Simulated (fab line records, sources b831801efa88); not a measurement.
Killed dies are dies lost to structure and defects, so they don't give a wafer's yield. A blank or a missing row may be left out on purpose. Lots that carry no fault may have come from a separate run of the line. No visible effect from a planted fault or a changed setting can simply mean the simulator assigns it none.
Matching of chambers -- flow gf180mcu -- GF_CONTACT_CVD_02 on pecvd-01: 3 sister chambers
The step deposits SiO2 from TEOS, target thk 860 nm, time 95.992 s. 16 wafers are shown with their chamber, then 8 later ones without.

WAFERS WITH THEIR CHAMBER
wafer,chamber,heater_power_w (W)
L113.1,2,660
L113.3,1,591
L113.6,0,574
L116.3,1,552
L116.4,1,600
L116.6,2,647
L117.2,2,549
L117.5,1,596
L117.6,0,612
L122.3,2,705
L122.5,0,619
L122.6,2,581
L124.3,0,557
L124.4,1,539
L124.5,2,721
L128.1,2,609

SIGNATURES, as means of the wafers listed above
reading,chamber 0,chamber 1,chamber 2,scatter within a chamber
heater_power_w,590.50,575.60,638.86,47.8
Rule: a wafer lies at a distance from a chamber equal to the root of the sum of squares, over the readings, of (its reading less the chamber's mean, divided by the reading's scatter). If the next closest chamber is less than 2 further off than the closest, the wafer can't be placed; otherwise it belongs to the closest. The scatter: take each reading less its chamber's mean, square it, sum over the shown wafers, divide by the number of wafers less the number of chambers, and take the root.

WAFERS WITH NO CHAMBER GIVEN
wafer,heater_power_w (W)
L128.2,513
L128.6,530
L130.1,540
L130.2,588
L130.6,464
L131.1,626
L131.3,472
L131.4,483

EACH ONE'S CHAMBER
wafer,from the rows above,in truth
L128.2,can't be placed: 1 or 0 or 2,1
L128.6,can't be placed: 1 or 0 or 2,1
L130.1,can't be placed: 1 or 0 or 2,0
L130.2,can't be placed: 0 or 1 or 2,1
L130.6,can't be placed: 1 or 0 or 2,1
L131.1,can't be placed: 2 or 0 or 1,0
L131.3,can't be placed: 1 or 0 or 2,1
L131.4,can't be placed: 1 or 0 or 2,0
0 of 8 placed correctly. These rows do not allow placing 8 (true chamber among the candidates in 8). 0 placed wrongly.
